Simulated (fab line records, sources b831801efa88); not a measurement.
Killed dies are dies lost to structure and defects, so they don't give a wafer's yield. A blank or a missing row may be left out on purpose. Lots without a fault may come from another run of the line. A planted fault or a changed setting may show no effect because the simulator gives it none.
A struck lot beside a sound one | flow sky130 | 15 steps out of a route of 708
Sound: wafers L728.1, L728.3, L728.5. Struck: wafers L731.1, L731.5, L731.6. The cause comes at the end.
At each step with rows: each side's tool, then ch and its chambers, then its first start. Under that, the readings that differ: sound wafers | struck wafers | difference of the means | sigmas: that difference in standard deviations of wafers without a fault.
alike: readings whose means differ by less than 2 such deviations, and words and numbers that are the same on both sides. not compared: withheld readings, readings that some wafer has no value for, bounds like >300 that may hide the same value, and numbers for which the record gives no deviation and whose values overlap.
The two part at a step that has a row with sigmas, a row that says differs or no value, or rows on one side only. Numbers that don't overlap but have no deviation are shown without sigmas and don't part them. A reading that every wafer of one side lacks parts them only if that side has two wafers or more.

first, 5 steps without rows for these wafers: SKY_LDD_LDN_COAT_02 (resist thk 1140 nm); SKY_LDD_LDN_SOFTBAKE_03 (time 60 s); SKY_LDD_LDN_EXPOSE_04 (exposes mask LDNTM, target cd 700 nm); SKY_LDD_LDN_PEB_05; SKY_LDD_LDN_DEVELOP_06 (develop time 57.14 s).
SKY_LDD_LDN_OVL_MEAS_07:
  sound on overlay-02, day 24 22:34; struck on overlay-02, day 26 16:44
  alike: LDD_LDN_OVL
then, 4 steps without rows for these wafers: SKY_LDD_LDN_IMPLANT_08; SKY_LDD_LDN_IMPLANT_09; SKY_LDD_LDN_IMPLANT_10; SKY_LDD_LDN_IMPLANT_11.
SKY_LDD_LDN_STRIP_12: strips in O2/N2.
  sound on plasma_asher-01 ch 0,1, day 24 23:13; struck on plasma_asher-02 ch 0,1, day 26 17:22
  alike: drypump_motor_current_A, oes_product_au, strip_time_to_endpoint_s
  not compared: rf_hours_counter_h
SKY_LDD_LDN_TW_MEAS_13:
  sound on film_metro-01, day 24 23:19; struck on film_metro-01, day 26 17:28
  alike: LDD_LDN_TW
SKY_LDD_LDN_CLEAN_14: cleans in SC1/SC2, time 150 s.
  sound on wet_bench-01 ch 0, day 24 23:22; struck on wet_bench-01 ch 2, day 26 17:32
  no value came back on the struck wafers for bath_guard_temp_C (C), bath_heat_duty_pct (%); on the sound wafers bath_guard_temp_C (C) reads 70.5 70.5 70.4
then, 1 step without rows for these wafers: SKY_SPACER_CVD_00 (deposits Si3N4 from DCS/NH3, target thk 43.1 nm, time 740 s).
-- the record jumps here: 21 days lie between the struck wafers' starts before and after (it left off in module SPACER and takes up again in module PAD_OPEN, whose first step shown is number 708 of the route) --
SKY_PAD_OPEN_PROBE_99:
  sound on prober-01, day 47 03:01; struck on prober-02, day 48 02:03
  reading                                         | sound                | struck               | difference | sigmas
  model.etest.diode_nwell_sub.leak_log10_a_cm2    | -7.251 -7.21 -7.075  | -6.71 -6.681 -6.722  | +0.47      |
  model.etest.diode_dnwell_sub.leak_log10_a_cm2   | -7.332 -7.383 -7.424 | -6.633 -6.967 -6.652 | +0.629     |
  model.etest.diode_pwell_dnwell.leak_log10_a_cm2 | -7.684 -7.829 -7.455 | -7.142 -7.091 -6.951 | +0.595     |
  model.etest.pfet_16v.off_log10_a_um             | -13.92 -13.92 -13.8  | -13.75 -13.71 -13.66 | +0.17      |
  alike: killed_at_M0_to_M3, killed_at_M4_up, killed_at_contacts, killed_at_front_end, killed_at_other, killed_dies, killed_open, killed_short
  not compared: model.etest.nfet_16v.off_log10_a_um

WHERE THEY PART
Only at SKY_LDD_LDN_CLEAN_14, within this record. Later steps at which nothing parts them and some readings are alike: SKY_PAD_OPEN_PROBE_99.

WHY: what the simulator had put in
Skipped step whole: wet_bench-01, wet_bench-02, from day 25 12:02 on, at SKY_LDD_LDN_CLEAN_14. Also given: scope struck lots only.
